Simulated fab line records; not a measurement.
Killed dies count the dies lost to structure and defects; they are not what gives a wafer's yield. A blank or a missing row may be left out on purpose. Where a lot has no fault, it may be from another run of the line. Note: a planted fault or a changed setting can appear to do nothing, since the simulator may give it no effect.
One fault seen from 2 desks / flow gf180mcu / each desk holds nothing but its own numbers, with what lay behind them at the end

## THE METROLOGY DESK
Means of the sampled wafers that have a number, per lot and without regard to the tool the lot ran on: this is what the gauges read. If a lot's mean is further than 4 standard deviations from the usual mean, the lot is out of limits and carries the mark OUT (the distance appears in the brackets).
Columns: A = V5_CVD_00_THK at GF_V5_THK_MEAS_01, usual 299.3 nm; B = cdNm at GF_V5_CD_MEAS_14, usual 260.1 nm
lot=L729; first seen here=day 26 11:38; A=300.2; B=260.6
lot=L731; first seen here=day 27 07:16; A=297.3; B=258.4
lot=L732; first seen here=day 27 09:09; A=295.7; B=258.7
lot=L733; first seen here=day 27 14:30; A=299.3; B=259.0
lot=L738; first seen here=day 29 01:38; A=300.7; B=259.5
lot=L739; first seen here=day 29 07:24; A=300.2; B=258.9
lot=L740; first seen here=day 29 17:55; A=298.4; B=260.7
lot=L744; first seen here=day 30 21:28; A=300.4; B=261.2
lot=L745; first seen here=day 31 06:56; A=321.4 (+9.2) OUT; B=259.8
lot=L750; first seen here=day 32 11:53; A=316.8 (+7.3) OUT; B=259.6
lot=L751; first seen here=day 32 12:19; A=301.0; B=261.7
lot=L752; first seen here=day 32 16:23; A=300.8; B=259.3
Per this desk, out of limits: L745, L750; the first was L745, day 31 06:56 (V5_CVD_00_THK at GF_V5_THK_MEAS_01). In limits: L729, L731, L732, L733, L738, L739, L740, L744, L751, L752.

## THE TOOL OWNER'S DESK: hdpcvd-02
The tool's own readings at GF_V5_CVD_00 (deposits SiO2, target thk 300 nm, time 50 s): means of the sampled wafers that have a number, for each lot that ran on this tool. If a lot's mean is further than 4 standard deviations from the usual mean, the lot is out of limits and carries the mark OUT (the distance appears in the brackets).
Columns: A = sih4FlowSccm at GF_V5_CVD_00, usual 59.98 sccm
lot=L729; first seen here=day 26 11:34; A=60.06
lot=L733; first seen here=day 27 14:27; A=60.08
lot=L740; first seen here=day 29 17:52; A=60.05
lot=L744; first seen here=day 30 21:25; A=59.98
lot=L745; first seen here=day 31 06:53; A=63.85 (+20) OUT
lot=L750; first seen here=day 32 11:50; A=64.05 (+21) OUT
This desk finds L745, L750 out of limits, L745 being first, at day 31 06:53 (sih4FlowSccm at GF_V5_CVD_00). In limits: L729, L733, L740, L744.

## ALL TOGETHER
At day 31 06:53, on L745, L750, the tool owner's desk was in a position to raise an alarm.
On L745, L750, the metrology desk was in a position to raise an alarm at day 31 06:56.
Of the lots named, all ran GF_V5_CVD_00 on hdpcvd-02.

## WHAT HAD BEEN PUT IN BY THE SIMULATOR
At GF_V5_CVD_00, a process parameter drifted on hdpcvd-02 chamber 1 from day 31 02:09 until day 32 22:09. Setting sih4FlowSccm shifted by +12 from 60. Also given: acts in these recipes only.
Shown lots that were struck: L745, L750.
Delay (hours) between the fault's onset and each desk's first out-of-limits reading: 5 at the tool owner's desk, 5 at the metrology desk.
